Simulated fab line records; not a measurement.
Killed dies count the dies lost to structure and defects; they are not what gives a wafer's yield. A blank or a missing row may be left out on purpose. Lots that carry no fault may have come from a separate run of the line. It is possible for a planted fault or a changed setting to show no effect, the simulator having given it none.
Comparing a struck lot with a sound one | flow sky130 | 15 out of 708 route steps
Sound: the wafers L838.1, L838.5, L838.6. Struck: wafers L851.2, L851.3, L851.4. Last of all comes the cause.
For every step that has rows: the tool of each side, followed by ch and its chambers, followed by its first start. Under that, the readings that differ: sound wafers | struck wafers | difference of the means | sigmas: that difference in standard deviations of wafers without a fault.
alike: readings whose means differ by less than 2 such deviations, and words and numbers that are the same on both sides. not compared: withheld readings, readings that some wafer has no value for, bounds like >300 that may hide the same value, and numbers for which the record gives no deviation and whose values overlap.
The two part at a step that has a row with sigmas, a row that says differs or no value, or rows on one side only. Numbers that don't overlap but have no deviation are shown without sigmas and don't part them. Lack of a reading on every wafer of one side parts them only where that side has two or more wafers.

SKY_LDD_HVP_TW_MEAS_10:
  sound on film_metro-03 at day 21 10:10; struck on film_metro-03 at day 26 15:09
  alike: LDD_HVP_TW
then, 7 steps without rows for these wafers: SKY_LDD_LDN_DEHYDRATE_00 (time 60 s); SKY_LDD_LDN_HMDS_01 (prime time 60 s); SKY_LDD_LDN_COAT_02 (resist thk 1140 nm); SKY_LDD_LDN_SOFTBAKE_03 (time 57.86 s); SKY_LDD_LDN_EXPOSE_04 (exposes mask LDNTM, target cd 700 nm); SKY_LDD_LDN_PEB_05; SKY_LDD_LDN_DEVELOP_06 (develop time 60 s).
SKY_LDD_LDN_OVL_MEAS_07:
  sound on overlay-01 at day 22 16:44; struck on overlay-02 at day 27 19:52
  alike: LDD_LDN_OVL
then, 3 steps without rows for these wafers: SKY_LDD_LDN_IMPLANT_08; SKY_LDD_LDN_IMPLANT_09; SKY_LDD_LDN_IMPLANT_10.
SKY_LDD_LDN_IMPLANT_11:
  struck on implanter-02, day 27 20:23; sound on implanter-02 ch 0, day 22 17:13
  no value came back on the struck wafers for beam_energy_keV, beam_on_s (s), faraday_current_uA; on the sound wafers beam_energy_keV reads 14.996 15.002 14.999
SKY_LDD_LDN_STRIP_12: strips in O2/N2.
  sound on plasma_asher-03 ch 0,1, day 22 17:22; struck on plasma_asher-02 ch 0,1, day 27 20:30
  reading                      | sound             | struck            | difference | sigmas
  strip_time_to_endpoint_s (s) | 14.14 14.11 14.12 | 14.21 14.21 14.20 | +0.08      | +2
  alike: drypump_motor_current_A, oes_product_au
  not compared: rf_hours_counter_h
SKY_LDD_LDN_TW_MEAS_13:
  sound on film_metro-01 at day 22 17:28; struck on film_metro-01 at day 27 20:50
  reading    | sound          | struck         | difference | sigmas
  LDD_LDN_TW | 1492 1490 1497 | 1362 1355 1354 | -136       | -12
  not compared: hold

## WHERE THEY PART
Earliest at SKY_LDD_LDN_IMPLANT_11; latest, in this record, at SKY_LDD_LDN_TW_MEAS_13.

WHY: what had been put in by the simulator
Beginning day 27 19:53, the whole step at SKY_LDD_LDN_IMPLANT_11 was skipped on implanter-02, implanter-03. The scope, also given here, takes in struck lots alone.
